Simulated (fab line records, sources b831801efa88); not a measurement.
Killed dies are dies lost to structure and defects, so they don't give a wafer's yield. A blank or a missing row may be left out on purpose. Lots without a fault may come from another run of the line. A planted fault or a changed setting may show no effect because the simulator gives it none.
Which tool did it? | flow sfq_line | 14 lots, 42 wafers sampled, at 2 steps of a route of 325

WHAT THE GAUGES READ, wafer by wafer
SFQ_M6_RS_MEAS_938: measures by four-point-probe. Usual: M6_NB_RS 0.889 ohm/sq, standard deviation 0.012.
lot  | measured     | on            | M6_NB_RS (ohm/sq) | flag
L150 | day 60 04:47 | film_metro-04 | 0.920 0.915 0.913 |
L151 | day 60 06:00 | film_metro-03 | 0.877 0.889 0.890 |
L152 | day 60 08:25 | film_metro-03 | 0.880 0.870 0.877 |
L153 | day 64 07:44 | film_metro-02 | 0.893 0.886 0.887 |
L156 | day 65 21:32 | film_metro-02 | 0.888 0.900 0.902 |
L157 | day 65 23:57 | film_metro-04 | 0.904 0.911 0.910 |
L158 | day 66 01:08 | film_metro-02 | 0.890 0.894 0.901 |
L159 | day 66 04:44 | film_metro-03 | 0.880 0.893 0.900 |
L160 | day 69 07:51 | film_metro-03 | 0.898 0.902 0.888 |
L166 | day 72 03:23 | film_metro-03 | 0.889 0.900 0.799 |
L168 | day 72 10:35 | film_metro-03 | 0.883 0.903 0.803 |
L170 | day 72 15:25 | film_metro-04 | 0.872 0.872 0.878 |
L171 | day 72 18:23 | film_metro-02 | 0.905 0.887 0.902 |
L172 | day 73 03:26 | film_metro-04 | 0.881 0.885 0.886 |

WHICH TOOL RAN EACH LOT (tool, then ch and the chambers of the sampled wafers, then the start)
lot  | SFQ_TRILAYER_M6_DEP_SPUTTER_157
L150 | pvd_sputter-04, day 60 04:41
L151 | pvd_sputter-04, day 60 05:55
L152 | pvd_sputter-06, day 60 08:19
L153 | pvd_sputter-06, day 64 07:38
L156 | pvd_sputter-04, day 65 21:26
L157 | pvd_sputter-06, day 65 23:50
L158 | pvd_sputter-05, day 66 01:02
L159 | pvd_sputter-04, day 66 04:38
L160 | pvd_sputter-06, day 69 07:42
L166 | pvd_sputter-04, day 72 03:18
L168 | pvd_sputter-04, day 72 10:30
L170 | pvd_sputter-05, day 72 15:18
L171 | pvd_sputter-06, day 72 18:18
L172 | pvd_sputter-05, day 73 03:18
- SFQ_TRILAYER_M6_DEP_SPUTTER_157: material Nb, target thk 200 nm, time 133.3 s.

WHAT THE TOOLS THEMSELVES READ (means of the sampled wafers that have a number; where no wafer has one, the mark that the record gives instead)
SFQ_TRILAYER_M6_DEP_SPUTTER_157. Usual: chamber_pressure_pa 0.13332 Pa, standard deviation 0.00026; throttle_valve_pct 29.8 %, standard deviation 1.
lot  | tool           | chamber_pressure_pa (Pa) | throttle_valve_pct (%) | flag
L150 | pvd_sputter-04 | 0.13295                  | 31.0                   |
L151 | pvd_sputter-04 | 0.13325                  | 29.6                   |
L152 | pvd_sputter-06 | 0.13352                  | 30.0                   |
L153 | pvd_sputter-06 | 0.13321                  | 29.5                   |
L156 | pvd_sputter-04 | 0.13358                  | 31.7                   |
L157 | pvd_sputter-06 | 0.13323                  | 29.1                   |
L158 | pvd_sputter-05 | 0.13361                  | 29.2                   |
L159 | pvd_sputter-04 | 0.13335                  | 30.6                   |
L160 | pvd_sputter-06 | 0.13335                  | 30.0                   |
L166 | pvd_sputter-04 | 0.13298                  | 31.2                   |
L168 | pvd_sputter-04 | 0.13338                  | 30.5                   |
L170 | pvd_sputter-05 | 0.13333                  | 29.1                   |
L171 | pvd_sputter-06 | 0.13333                  | 29.8                   |
L172 | pvd_sputter-05 | 0.13369                  | 29.3                   |

THE ANSWER, worked out from the rows above alone
Rule: a lot is off if the mean of its wafers that have a number lies more than 3 standard deviations from the usual mean. A lot without any number at a reading at which 4 lots or more have one is off too. The other lots that the step has rows for count as sound. The gauges are gone through in route order, then the tools' own readings, and for those a lot's mean is taken as printed above. The first step at which some lot is off is used, and at that step the reading that is off furthest; a lot without a number counts as furthest.
No lot is off at any reading shown: from this, nothing can be told.

WHAT THE SIMULATOR HAD PUT IN
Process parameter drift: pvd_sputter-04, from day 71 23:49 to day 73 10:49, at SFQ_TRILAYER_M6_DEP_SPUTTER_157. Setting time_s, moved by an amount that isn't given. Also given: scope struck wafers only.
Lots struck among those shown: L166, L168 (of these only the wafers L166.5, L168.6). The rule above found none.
